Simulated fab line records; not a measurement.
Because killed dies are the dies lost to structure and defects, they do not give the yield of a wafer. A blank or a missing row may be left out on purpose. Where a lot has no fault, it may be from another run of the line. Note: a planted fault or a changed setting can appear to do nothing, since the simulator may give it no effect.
The same fault as seen by 2 desks    flow sky130    numbers are kept per desk, each desk with only its own; the story behind them comes last

FROM THE METROLOGY DESK
What the gauges read for every lot (on any tool): the sampled wafers with a number, averaged. The brackets show how far a lot's mean lies from the usual mean; more than 4 standard deviations puts the lot out of limits, marked OUT.
Columns: A = CAPM_OVL at SKY_CAPM_OVL_MEAS_12, usual -1.5 nm; B = cd nm at SKY_METAL3_CD_MEAS_13, usual 299.7 nm; C = METAL3_OVL at SKY_METAL3_OVL_MEAS_14, usual -2 nm
lot   first seen here  A     B      C
L815  day 38 17:22     -1.6  299.3  2
L816  day 39 02:24     -1.3  299.4  5
L817  day 39 16:46     -0.4  297.8  2
L818  day 39 21:37     -2.1  301.0  0
L823  day 41 20:17     -0.6  298.5  0
L833  day 44 00:22     -3.0  300.1  -1
This desk's finding: nothing out of limits on any of the 6 lots.

THE TOOL OWNER'S DESK: litho track-02
The tool's own readings at SKY_METAL3_COAT_08 (resist thk 1140 nm): means of the sampled wafers that have a number, for each lot that ran on this tool. The brackets show how far a lot's mean lies from the usual mean; more than 4 standard deviations puts the lot out of limits, marked OUT.
Columns: A = chill plate temp C at SKY_METAL3_COAT_08, usual 22.99 C
lot   first seen here  A
L815  day 39 06:00     22.96
L818  day 40 10:00     23.00
L833  day 44 11:00     23.00
This desk's finding: nothing out of limits on any of the 3 lots.

ALL TOGETHER
From the metrology desk's view, nothing was out of limits.
Nothing out of limits was seen by the tool owner's desk.

WHAT HAD BEEN PUT IN BY THE SIMULATOR
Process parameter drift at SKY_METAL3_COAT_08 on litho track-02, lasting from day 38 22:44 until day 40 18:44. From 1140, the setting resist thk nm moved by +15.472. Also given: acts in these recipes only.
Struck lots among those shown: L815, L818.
